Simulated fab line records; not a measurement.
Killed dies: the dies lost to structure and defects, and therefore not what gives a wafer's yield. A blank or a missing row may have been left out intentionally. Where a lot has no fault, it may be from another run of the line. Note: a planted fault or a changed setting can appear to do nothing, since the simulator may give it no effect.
Which tool did it? || flow sky130 || Sampling: 10 lots, 30 wafers, 3 of 708 route steps

== WHAT THE GAUGES SHOWED, per wafer ==
SKY_SD_P_TW_MEAS_11.
{"lot": "L826", "measured": "day 25 05:59", "on": "film_metro-01", "SD_P_TW": "2846 2833 2831"}
{"lot": "L833", "measured": "day 28 04:05", "on": "film_metro-04", "SD_P_TW": "2608 2589 2582"}
{"lot": "L834", "measured": "day 28 09:58", "on": "film_metro-03", "SD_P_TW": "2594 2590 2594"}
{"lot": "L836", "measured": "day 29 02:22", "on": "film_metro-01", "SD_P_TW": "2608 2604 2592"}
{"lot": "L841", "measured": "day 30 18:28", "on": "film_metro-04", "SD_P_TW": "2819 2834 2832"}
{"lot": "L844", "measured": "day 31 12:10", "on": "film_metro-01", "SD_P_TW": "2836 2844 2837"}
{"lot": "L843", "measured": "day 31 12:49", "on": "film_metro-01", "SD_P_TW": "2863 2845 2852"}
{"lot": "L845", "measured": "day 31 15:41", "on": "film_metro-01", "SD_P_TW": "2828 2853 2837"}
{"lot": "L847", "measured": "day 32 20:50", "on": "film_metro-03", "SD_P_TW": "2834 2833 2835"}
{"lot": "L849", "measured": "day 33 12:22", "on": "film_metro-04", "SD_P_TW": "2814 2825 2817"}

== EACH LOT AND THE TOOL THAT RAN IT (in order: tool; ch and the chambers of the sampled wafers; start) ==
{"lot": "L826", "SKY_SD_P_IMPLANT_09": "implanter-02 ch 0, day 25 05:44", "SKY_SD_P_STRIP_10": "plasma_asher-02 ch 1, day 25 05:53"}
{"lot": "L833", "SKY_SD_P_IMPLANT_09": "implanter-02 ch 0, day 28 03:50", "SKY_SD_P_STRIP_10": "plasma_asher-02 ch 0,1, day 28 03:59"}
{"lot": "L834", "SKY_SD_P_IMPLANT_09": "implanter-02 ch 0, day 28 09:44", "SKY_SD_P_STRIP_10": "plasma_asher-04 ch 1, day 28 09:52"}
{"lot": "L836", "SKY_SD_P_IMPLANT_09": "implanter-02 ch 0, day 29 02:07", "SKY_SD_P_STRIP_10": "plasma_asher-03 ch 0,1, day 29 02:16"}
{"lot": "L841", "SKY_SD_P_IMPLANT_09": "implanter-04 ch 0, day 30 18:13", "SKY_SD_P_STRIP_10": "plasma_asher-02 ch 0,1, day 30 18:22"}
{"lot": "L844", "SKY_SD_P_IMPLANT_09": "implanter-02 ch 0, day 31 11:55", "SKY_SD_P_STRIP_10": "plasma_asher-04 ch 0,1, day 31 12:04"}
{"lot": "L843", "SKY_SD_P_IMPLANT_09": "implanter-02 ch 0, day 31 12:34", "SKY_SD_P_STRIP_10": "plasma_asher-04 ch 0,1, day 31 12:43"}
{"lot": "L845", "SKY_SD_P_IMPLANT_09": "implanter-04 ch 0, day 31 15:27", "SKY_SD_P_STRIP_10": "plasma_asher-02 ch 0,1, day 31 15:35"}
{"lot": "L847", "SKY_SD_P_IMPLANT_09": "implanter-02 ch 0, day 32 20:36", "SKY_SD_P_STRIP_10": "plasma_asher-02 ch 0,1, day 32 20:44"}
{"lot": "L849", "SKY_SD_P_IMPLANT_09": "implanter-04 ch 0, day 33 12:08", "SKY_SD_P_STRIP_10": "plasma_asher-02 ch 0,1, day 33 12:16"}
- SKY_SD_P_IMPLANT_09
- SKY_SD_P_STRIP_10: strips in O2/N2.

== THE ANSWER, worked out from the rows above alone ==
Rule: the usual values come from the lots themselves. The widest of any qualifying gaps counts: lots, ordered by their means at a reading, are off when they make up no more than a third of the lots, leave a main group of 4 or more, and stand apart from it by 3 or more times the standard deviation of that group's means. The tables above print the reading to a certain number of digits; a main group whose means all agree to those digits is not used. Also off: a lot with no number at a reading for which 4 or more lots have one. Any other lot the step has rows for is counted as sound.
Off: L833, L834, L836, seen at SKY_SD_P_TW_MEAS_11 (SD_P_TW). Main group: mean 2836, sd 9.9.
If a tool, at a process step before that reading, ran all the lots that are off and no sound lot after the first of them, it fits. The gauges at SKY_SD_P_TW_MEAS_11 are tried like those tools. Not one of the candidates tried fits.

== WHAT THE SIMULATOR HAD INSERTED ==
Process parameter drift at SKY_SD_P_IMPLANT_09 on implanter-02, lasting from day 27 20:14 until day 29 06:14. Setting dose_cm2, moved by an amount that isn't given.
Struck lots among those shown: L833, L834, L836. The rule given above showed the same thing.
